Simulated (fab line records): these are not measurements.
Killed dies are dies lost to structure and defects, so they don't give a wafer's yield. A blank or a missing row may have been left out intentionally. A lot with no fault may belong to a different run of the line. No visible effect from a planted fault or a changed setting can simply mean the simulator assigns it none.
A struck lot beside a sound one ; flow sfqLine ; 13 steps out of a route of 325
Sound: the wafers L683.1, L683.2, L683.4. Wafers struck: L704.1, L704.2, L704.4. At the end, the cause is stated.
Order at every step that has rows: each side's tool, ch and its chambers, its first start. Under that, the readings that differ: sound wafers ; struck wafers ; difference of the means ; sigmas: that difference in standard deviations of wafers without a fault.
alike: readings with means less than 2 such deviations apart, plus words and numbers identical on both sides. not compared: withheld readings, readings lacking a value on some wafer, bounds such as >300 that could conceal the same value, and numbers that have no deviation in the record and whose values overlap.
The two part at a step that has a row with sigmas, a row that says differs or no value, or rows on one side only. Numbers that have no deviation but don't overlap get no sigmas and don't part them. Lack of a reading on every wafer of one side parts them only where that side has two or more wafers.

SFQ_TRILAYER_C5_ETCH_VIA_ETCH_154: etches SiO2 in CHF3, stops on Nb, target depth 84 nm.
  sound on rieDiel-02 ch 1,2,3, day 74 00:13; struck on rieDiel-04 ch 0,1,2, day 85 08:45
  alike: drypumpMotorCurrentA, oesProductAu
SFQ_TRILAYER_C5_STRIP_STRIP_155: strips in O2.
  sound on rieMetal-02 ch 0,1, day 74 00:16; struck on rieMetal-01 ch 0,1, day 85 08:48
  alike: drypumpMotorCurrentA, oesProductAu, platenTempC
  not compared: rfHoursCounterH
then, 2 steps without rows for these wafers: SFQ_TRILAYER_C5_STRIP_SOLV_CLEAN_156 (cleans in NMP, time 600 s); SFQ_TRILAYER_M6_DEP_PRE_CLEAN_158 (time 22.5 s).
SFQ_TRILAYER_M6_DEP_SPUTTER_157: material Nb, target thk 200 nm, time 133.3 s.
  struck on pvdSputter-03, day 85 09:47; sound on pvdSputter-05, day 74 01:04
  alike: throttleValvePct
SFQ_M6_RS_MEAS_938: the measuring method here is four-point-probe.
  struck on filmMetro-04, day 85 09:52; sound on filmMetro-01, day 74 01:10
  alike: M6_NB_RS
then, 5 steps without rows for these wafers: SFQ_TRILAYER_M6_LITHO_COAT_164 (resist thk 62 nm); SFQ_TRILAYER_M6_LITHO_COAT_159 (resist thk 600 nm); SFQ_TRILAYER_M6_LITHO_SOFTBAKE_163; SFQ_TRILAYER_M6_LITHO_EXPOSE_160 (exposes mask M6, target cd 500 nm); SFQ_TRILAYER_M6_LITHO_PEB_162 (peb time 60 s).
SFQ_TRILAYER_M6_LITHO_DEVELOP_161: time 60 s.
  sound on lithoTrack-04 ch 0, day 74 05:02; struck on lithoTrack-03, day 85 22:55
  no value came back on the struck wafers for chillPlateTempC (C), exhaustPa (Pa); on the sound wafers chillPlateTempC (C) reads 23.02 23.17 23.10
reading;sound;struck;difference;sigmas
model.KrF_of_TRILAYER_M6_LITHO_COAT_159.thkNm (nm);574.5 573.8 572.1;602.5 601.4 601.7;+28.4;
SFQ_M6_OVL_MEAS_940:
  struck on overlay-02, day 85 23:04; sound on overlay-02, day 74 05:11
reading;sound;struck;difference;sigmas
M6_OVL (nm);2 10 4;- - -;no value on the struck wafers;

WHERE THEY PART
At SFQ_TRILAYER_M6_LITHO_DEVELOP_161 first; at SFQ_M6_OVL_MEAS_940 last (within this record only).

WHY: whatever the simulator had introduced
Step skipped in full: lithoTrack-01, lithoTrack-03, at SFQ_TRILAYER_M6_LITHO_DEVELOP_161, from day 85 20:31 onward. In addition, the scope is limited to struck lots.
